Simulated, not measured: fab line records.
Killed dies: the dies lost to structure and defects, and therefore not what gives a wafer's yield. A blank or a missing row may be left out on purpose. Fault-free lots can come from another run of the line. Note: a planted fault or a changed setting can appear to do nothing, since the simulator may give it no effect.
Matching of chambers ; flow gf180mcu ; 4 sister chambers for GF_V5_CMP_26 on cmp-02
The step polishes, stops on SiO2, t overpolish 15 s, target thk 0 nm. 7 wafers are shown with their chamber, then 8 later ones without.

WAFERS WITH THEIR CHAMBER
wafer;chamber;motor current A (A);time to endpoint s (s)
L731.1;1;15.2;87
L732.4;0;11.5;74
L732.6;0;11.8;77
L734.2;2;11.4;83
L734.4;3;9.0;84
L734.5;3;9.7;84
L735.1;2;11.2;85

WAFERS MISSING THEIR CHAMBER
wafer;motor current A (A);time to endpoint s (s)
L735.3;14.9;80
L735.6;11.6;81
L736.1;11.5;87
L736.2;9.8;78
L736.4;15.0;83
L737.1;12.0;81
L737.2;9.4;79
L737.6;12.1;81

WHICH CHAMBER EACH ONE RAN IN
wafer;from the rows above;in truth
L735.3;1;1
L735.6;can't be placed: 2 or 0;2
L736.1;2;2
L736.2;can't be placed: 3 or 0 or 2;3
L736.4;1;1
L737.1;can't be placed: 2 or 0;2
L737.2;3;3
L737.6;can't be placed: 2 or 0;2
4 of 8 placed correctly. From these rows, 4 cannot be placed; in 4 the true chamber is one of the candidates. Number placed wrongly: 0.
How it was worked out, from the rows above alone: a wafer's distance from a chamber is the root of the sum, over the readings, of the square of ((its reading less the chamber's mean) divided by the reading's scatter). If the next closest chamber is less than 2 further off than the closest, the wafer can't be placed; otherwise it belongs to the closest. For every chamber, the mean is computed from those of its wafers that are shown. The scatter: the root of (the sum of the squares of (reading less its chamber's mean) over the shown wafers, divided by (wafers less chambers)).
